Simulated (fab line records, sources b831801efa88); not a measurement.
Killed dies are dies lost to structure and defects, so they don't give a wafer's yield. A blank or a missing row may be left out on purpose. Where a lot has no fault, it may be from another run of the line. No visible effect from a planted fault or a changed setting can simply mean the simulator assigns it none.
Struck lot and sound lot, side by side :: flow sky130 :: 14 out of 708 route steps
Sound: wafers L898.1, L898.2, L898.5. Wafers struck: L890.1, L890.2, L890.4. The cause is named last.
At each step with rows: each side's tool, then ch and its chambers, then its first start. Under that, the readings that differ: sound wafers :: struck wafers :: difference of the means :: sigmas: that difference in standard deviations of wafers without a fault.
alike: readings with means less than 2 such deviations apart, plus words and numbers identical on both sides. not compared: withheld readings, readings lacking a value on some wafer, bounds such as >300 that could conceal the same value, and numbers that have no deviation in the record and whose values overlap.
The two part at a step that has a row with sigmas, a row that says differs or no value, or rows on one side only. Numbers that have no deviation but don't overlap get no sigmas and don't part them. Lack of a reading on every wafer of one side parts them only where that side has two or more wafers.

SKY_FIELD_ISO_BOW_MEAS_00:
  sound: film metro-02 at day 5 19:00; struck: film metro-03 at day 4 03:00
  alike: INCOMING_BOW
then, 1 step without rows for these wafers: SKY_FIELD_ISO_OXIDATION_01 (stabilise 600 s, purge 300 s, target thk 12 nm).
SKY_FIELD_ISO_THK_MEAS_02:
  sound: film metro-01 at day 5 21:25; struck: film metro-03 at day 4 05:16
  alike: FIELD_ISO_OXIDATION_00_THK
then, 1 step without rows for these wafers: SKY_FIELD_ISO_CVD_03 (deposits Si3N4 from DCS/NH3, target thk 165 nm, time 2830 s).
SKY_FIELD_ISO_THK_MEAS_04:
  sound: film metro-02 at day 5 23:16; struck: film metro-03 at day 4 09:33
  alike: FIELD_ISO_CVD_03_THK
then, 7 steps without rows for these wafers: SKY_FIELD_ISO_DEHYDRATE_05 (time 60 s); SKY_FIELD_ISO_HMDS_06 (prime time 60 s); SKY_FIELD_ISO_COAT_07 (resist thk 60 nm); SKY_FIELD_ISO_COAT_08 (resist thk 450 nm); SKY_FIELD_ISO_SOFTBAKE_09 (time 90 s); SKY_FIELD_ISO_EXPOSE_10 (exposes mask FOM, target cd 150 nm); SKY_FIELD_ISO_PEB_11.
SKY_FIELD_ISO_DEVELOP_12: develop time 60 s.
  sound on litho track-03 ch 0, day 6 18:00; struck on litho track-03, day 5 03:00
  no value came back on the struck wafers for chill plate temp C (C), develop time s (s); on the sound wafers chill plate temp C (C) reads 23.18 23.08 23.02
reading: model.KrF-thick_of_FIELD_ISO_COAT_08.thk nm (nm)
sound: 437.6 437.1 436.2
struck: 449.2 450.3 449.5
difference: +12.7
sigmas: 
SKY_FIELD_ISO_CD_MEAS_13: target cd 150 nm.
  sound: cd sem-02 at day 6 18:17; struck: cd sem-01 at day 5 03:53
reading: cd nm (nm)
sound: 149.6 150.5 150.6
struck: - - -
difference: no value on the struck wafers
sigmas: 

WHERE THEY PART
Earliest at SKY_FIELD_ISO_DEVELOP_12; latest, in this record, at SKY_FIELD_ISO_CD_MEAS_13.

WHY: what the simulator had put in
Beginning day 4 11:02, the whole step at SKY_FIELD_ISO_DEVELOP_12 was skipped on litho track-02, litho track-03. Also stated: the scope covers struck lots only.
